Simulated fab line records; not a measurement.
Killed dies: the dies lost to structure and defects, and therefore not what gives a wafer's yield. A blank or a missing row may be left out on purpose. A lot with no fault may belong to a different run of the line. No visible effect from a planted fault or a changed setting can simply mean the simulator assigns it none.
Which tool is to blame? / flow sky130 / 24 lots, 72 wafers sampled, at 3 steps of a route of 708

## WHAT THE GAUGES SHOWED, per wafer
SKY_VIA1_THK_MEAS_23: measures by xrf. Usual: VIA1_W_THK gives 269 nm (standard deviation 3.4).
lot=L074; measured=day 34 03:17; on=film metro-03; VIA1_W_THK (nm)=273 268 270; flag=
lot=L075; measured=day 34 08:26; on=film metro-03; VIA1_W_THK (nm)=268 268 267; flag=
lot=L076; measured=day 34 19:14; on=film metro-03; VIA1_W_THK (nm)=269 266 270; flag=
lot=L077; measured=day 35 20:20; on=film metro-04; VIA1_W_THK (nm)=272 276 273; flag=
lot=L078; measured=day 36 03:04; on=film metro-02; VIA1_W_THK (nm)=268 268 265; flag=
lot=L079; measured=day 36 12:46; on=film metro-02; VIA1_W_THK (nm)=270 268 273; flag=
lot=L081; measured=day 36 19:48; on=film metro-03; VIA1_W_THK (nm)=269 271 270; flag=
lot=L080; measured=day 36 21:30; on=film metro-03; VIA1_W_THK (nm)=270 273 267; flag=
lot=L082; measured=day 37 14:05; on=film metro-03; VIA1_W_THK (nm)=265 268 267; flag=
lot=L084; measured=day 37 16:52; on=film metro-03; VIA1_W_THK (nm)=266 269 267; flag=
lot=L083; measured=day 37 19:31; on=film metro-02; VIA1_W_THK (nm)=271 269 267; flag=
lot=L085; measured=day 37 23:28; on=film metro-02; VIA1_W_THK (nm)=266 268 270; flag=
lot=L086; measured=day 38 05:16; on=film metro-03; VIA1_W_THK (nm)=273 268 269; flag=
lot=L087; measured=day 39 01:08; on=film metro-02; VIA1_W_THK (nm)=273 267 268; flag=
lot=L088; measured=day 39 02:42; on=film metro-03; VIA1_W_THK (nm)=272 273 270; flag=
lot=L089; measured=day 39 07:28; on=film metro-04; VIA1_W_THK (nm)=267 273 271; flag=
lot=L090; measured=day 39 12:07; on=film metro-02; VIA1_W_THK (nm)=269 268 271; flag=
lot=L091; measured=day 39 13:45; on=film metro-02; VIA1_W_THK (nm)=269 271 275; flag=
lot=L092; measured=day 39 15:58; on=film metro-02; VIA1_W_THK (nm)=265 265 269; flag=
lot=L093; measured=day 40 05:07; on=film metro-04; VIA1_W_THK (nm)=269 267 268; flag=
lot=L094; measured=day 40 11:29; on=film metro-02; VIA1_W_THK (nm)=263 268 265; flag=
lot=L095; measured=day 40 23:14; on=film metro-02; VIA1_W_THK (nm)=269 275 270; flag=
lot=L096; measured=day 41 00:47; on=film metro-04; VIA1_W_THK (nm)=271 271 267; flag=
lot=L097; measured=day 41 01:52; on=film metro-04; VIA1_W_THK (nm)=269 267 269; flag=

SKY_METAL2_THK_MEAS_06: measures by xrf. Usual: METAL2_ALCU_THK gives 252.1 nm (standard deviation 2.3).
lot=L074; measured=day 34 03:54; on=film metro-03; METAL2_ALCU_THK (nm)=251.9 250.9 251.5; flag=
lot=L075; measured=day 34 09:04; on=film metro-04; METAL2_ALCU_THK (nm)=253.3 251.9 250.8; flag=
lot=L076; measured=day 34 19:51; on=film metro-03; METAL2_ALCU_THK (nm)=251.9 251.1 250.8; flag=
lot=L077; measured=day 35 20:58; on=film metro-01; METAL2_ALCU_THK (nm)=250.3 249.7 247.5; flag=
lot=L078; measured=day 36 03:41; on=film metro-03; METAL2_ALCU_THK (nm)=250.6 249.6 253.6; flag=
lot=L079; measured=day 36 13:23; on=film metro-03; METAL2_ALCU_THK (nm)=249.7 253.0 251.0; flag=
lot=L081; measured=day 36 20:25; on=film metro-01; METAL2_ALCU_THK (nm)=251.9 254.1 250.9; flag=
lot=L080; measured=day 36 22:07; on=film metro-04; METAL2_ALCU_THK (nm)=251.7 252.2 251.2; flag=
lot=L082; measured=day 37 14:43; on=film metro-03; METAL2_ALCU_THK (nm)=253.7 254.0 251.0; flag=
lot=L084; measured=day 37 17:29; on=film metro-01; METAL2_ALCU_THK (nm)=252.2 250.1 250.7; flag=
lot=L083; measured=day 37 20:08; on=film metro-01; METAL2_ALCU_THK (nm)=258.4 255.1 257.1; flag=
lot=L085; measured=day 38 00:05; on=film metro-01; METAL2_ALCU_THK (nm)=257.0 255.7 256.1; flag=
lot=L086; measured=day 38 05:53; on=film metro-04; METAL2_ALCU_THK (nm)=250.0 248.1 250.2; flag=
lot=L087; measured=day 39 01:45; on=film metro-03; METAL2_ALCU_THK (nm)=251.7 251.5 249.8; flag=
lot=L088; measured=day 39 03:20; on=film metro-04; METAL2_ALCU_THK (nm)=249.3 249.7 251.9; flag=
lot=L089; measured=day 39 08:05; on=film metro-04; METAL2_ALCU_THK (nm)=253.1 254.1 252.8; flag=
lot=L090; measured=day 39 12:44; on=film metro-01; METAL2_ALCU_THK (nm)=257.1 251.9 251.7; flag=
lot=L091; measured=day 39 14:22; on=film metro-03; METAL2_ALCU_THK (nm)=252.1 250.8 252.6; flag=
lot=L092; measured=day 39 16:35; on=film metro-03; METAL2_ALCU_THK (nm)=246.5 254.5 249.5; flag=
lot=L093; measured=day 40 06:01; on=film metro-04; METAL2_ALCU_THK (nm)=254.8 256.7 253.0; flag=
lot=L094; measured=day 40 12:07; on=film metro-04; METAL2_ALCU_THK (nm)=254.5 255.0 255.9; flag=
lot=L095; measured=day 40 23:52; on=film metro-04; METAL2_ALCU_THK (nm)=251.2 248.0 248.9; flag=
lot=L096; measured=day 41 01:25; on=film metro-01; METAL2_ALCU_THK (nm)=251.7 248.9 252.7; flag=
lot=L097; measured=day 41 02:29; on=film metro-04; METAL2_ALCU_THK (nm)=252.4 252.6 254.2; flag=

## WHAT TOOL EACH LOT RAN ON (gives the tool, then ch and the chambers of the sampled wafers, and finally the start)
lot=L074; SKY_METAL1_STRIP_20=plasma asher-02 ch 0,1, day 32 22:38
lot=L075; SKY_METAL1_STRIP_20=plasma asher-01 ch 0,1, day 33 03:31
lot=L076; SKY_METAL1_STRIP_20=plasma asher-04 ch 0,1, day 33 14:33
lot=L077; SKY_METAL1_STRIP_20=plasma asher-02 ch 0,1, day 34 15:35
lot=L078; SKY_METAL1_STRIP_20=plasma asher-02 ch 0,1, day 34 23:12
lot=L079; SKY_METAL1_STRIP_20=plasma asher-02 ch 0,1, day 35 08:15
lot=L081; SKY_METAL1_STRIP_20=plasma asher-02 ch 0,1, day 35 15:47
lot=L080; SKY_METAL1_STRIP_20=plasma asher-04 ch 0,1, day 35 17:35
lot=L082; SKY_METAL1_STRIP_20=plasma asher-01 ch 0,1, day 36 09:31
lot=L084; SKY_METAL1_STRIP_20=plasma asher-02 ch 0,1, day 36 12:36
lot=L083; SKY_METAL1_STRIP_20=plasma asher-02 ch 0,1, day 36 15:44
lot=L085; SKY_METAL1_STRIP_20=plasma asher-04 ch 0,1, day 36 19:10
lot=L086; SKY_METAL1_STRIP_20=plasma asher-01 ch 0,1, day 37 00:46
lot=L087; SKY_METAL1_STRIP_20=plasma asher-04 ch 0,1, day 37 21:15
lot=L088; SKY_METAL1_STRIP_20=plasma asher-02 ch 0,1, day 37 23:02
lot=L089; SKY_METAL1_STRIP_20=plasma asher-02 ch 0,1, day 38 03:50
lot=L090; SKY_METAL1_STRIP_20=plasma asher-02 ch 1, day 38 08:53
lot=L091; SKY_METAL1_STRIP_20=plasma asher-04 ch 0, day 38 10:02
lot=L092; SKY_METAL1_STRIP_20=plasma asher-01 ch 0,1, day 38 13:41
lot=L093; SKY_METAL1_STRIP_20=plasma asher-01 ch 0,1, day 39 02:11
lot=L094; SKY_METAL1_STRIP_20=plasma asher-02 ch 0,1, day 39 08:17
lot=L095; SKY_METAL1_STRIP_20=plasma asher-02 ch 0,1, day 39 21:23
lot=L096; SKY_METAL1_STRIP_20=plasma asher-04 ch 0,1, day 39 22:13
lot=L097; SKY_METAL1_STRIP_20=plasma asher-01 ch 0,1, day 39 23:38
- SKY_METAL1_STRIP_20: strips in O2/N2.

## AS READ BY THE TOOLS THEMSELVES (means over the sampled wafers that have a number; for cases with no such wafer, the mark the record gives instead)
SKY_METAL1_STRIP_20. Usual: drypump motor current A 5.74 A, standard deviation 0.13; n2 flow sccm 300.0 sccm, standard deviation 0.87; oes product au 0.343 a.u., standard deviation 0.0047; strip time to endpoint s 2.69 s, standard deviation 0.035.
lot=L074; tool=plasma asher-02; drypump motor current A (A)=5.76; n2 flow sccm (sccm)=299.9; oes product au (a.u.)=0.342; strip time to endpoint s (s)=2.70; flag=
lot=L075; tool=plasma asher-01; drypump motor current A (A)=5.79; n2 flow sccm (sccm)=299.2; oes product au (a.u.)=0.340; strip time to endpoint s (s)=2.70; flag=
lot=L076; tool=plasma asher-04; drypump motor current A (A)=5.72; n2 flow sccm (sccm)=300.3; oes product au (a.u.)=0.341; strip time to endpoint s (s)=2.66; flag=
lot=L077; tool=plasma asher-02; drypump motor current A (A)=5.65; n2 flow sccm (sccm)=300.8; oes product au (a.u.)=0.341; strip time to endpoint s (s)=2.70; flag=
lot=L078; tool=plasma asher-02; drypump motor current A (A)=5.78; n2 flow sccm (sccm)=299.7; oes product au (a.u.)=0.339; strip time to endpoint s (s)=2.67; flag=
lot=L079; tool=plasma asher-02; drypump motor current A (A)=5.76; n2 flow sccm (sccm)=300.4; oes product au (a.u.)=0.339; strip time to endpoint s (s)=2.66; flag=
lot=L081; tool=plasma asher-02; drypump motor current A (A)=5.77; n2 flow sccm (sccm)=298.8; oes product au (a.u.)=0.347; strip time to endpoint s (s)=2.71; flag=
lot=L080; tool=plasma asher-04; drypump motor current A (A)=5.75; n2 flow sccm (sccm)=300.0; oes product au (a.u.)=0.348; strip time to endpoint s (s)=2.69; flag=
lot=L082; tool=plasma asher-01; drypump motor current A (A)=5.81; n2 flow sccm (sccm)=298.8; oes product au (a.u.)=0.344; strip time to endpoint s (s)=2.69; flag=
lot=L084; tool=plasma asher-02; drypump motor current A (A)=5.77; n2 flow sccm (sccm)=299.9; oes product au (a.u.)=0.338; strip time to endpoint s (s)=2.67; flag=
lot=L083; tool=plasma asher-02; drypump motor current A (A)=5.65; n2 flow sccm (sccm)=300.2; oes product au (a.u.)=0.339; strip time to endpoint s (s)=2.69; flag=
lot=L085; tool=plasma asher-04; drypump motor current A (A)=5.74; n2 flow sccm (sccm)=299.9; oes product au (a.u.)=0.344; strip time to endpoint s (s)=2.63; flag=
lot=L086; tool=plasma asher-01; drypump motor current A (A)=5.78; n2 flow sccm (sccm)=300.0; oes product au (a.u.)=0.342; strip time to endpoint s (s)=2.64; flag=
lot=L087; tool=plasma asher-04; drypump motor current A (A)=5.73; n2 flow sccm (sccm)=299.6; oes product au (a.u.)=0.343; strip time to endpoint s (s)=2.67; flag=
lot=L088; tool=plasma asher-02; drypump motor current A (A)=5.68; n2 flow sccm (sccm)=300.6; oes product au (a.u.)=0.342; strip time to endpoint s (s)=2.71; flag=
lot=L089; tool=plasma asher-02; drypump motor current A (A)=5.75; n2 flow sccm (sccm)=300.0; oes product au (a.u.)=0.343; strip time to endpoint s (s)=2.64; flag=
lot=L090; tool=plasma asher-02; drypump motor current A (A)=5.88; n2 flow sccm (sccm)=300.1; oes product au (a.u.)=0.342; strip time to endpoint s (s)=2.75; flag=
lot=L091; tool=plasma asher-04; drypump motor current A (A)=5.73; n2 flow sccm (sccm)=299.2; oes product au (a.u.)=0.347; strip time to endpoint s (s)=2.73; flag=
lot=L092; tool=plasma asher-01; drypump motor current A (A)=5.79; n2 flow sccm (sccm)=301.0; oes product au (a.u.)=0.345; strip time to endpoint s (s)=2.70; flag=
lot=L093; tool=plasma asher-01; drypump motor current A (A)=5.80; n2 flow sccm (sccm)=299.6; oes product au (a.u.)=0.343; strip time to endpoint s (s)=2.68; flag=
lot=L094; tool=plasma asher-02; drypump motor current A (A)=5.76; n2 flow sccm (sccm)=300.1; oes product au (a.u.)=0.342; strip time to endpoint s (s)=2.70; flag=
lot=L095; tool=plasma asher-02; drypump motor current A (A)=5.75; n2 flow sccm (sccm)=299.7; oes product au (a.u.)=0.346; strip time to endpoint s (s)=2.70; flag=
lot=L096; tool=plasma asher-04; drypump motor current A (A)=5.73; n2 flow sccm (sccm)=300.6; oes product au (a.u.)=0.343; strip time to endpoint s (s)=2.66; flag=
lot=L097; tool=plasma asher-01; drypump motor current A (A)=5.80; n2 flow sccm (sccm)=300.5; oes product au (a.u.)=0.341; strip time to endpoint s (s)=2.67; flag=

## THE ANSWER, worked out from the rows above alone
Rule: a lot counts as off when the mean over its wafers that have a number is more than 3 standard deviations away from the usual mean. Also off: a lot with no number at a reading for which 4 or more lots have one. Any other lot the step has rows for is counted as sound. The gauges are gone through in route order, then the tools' own readings, and for those a lot's mean is taken as printed above. The first step at which some lot is off is used, and at that step the reading that is off furthest; a lot without a number counts as furthest.
No lot is off on any of the readings shown, so nothing can be concluded from this.

## WHAT THE SIMULATOR PUT IN
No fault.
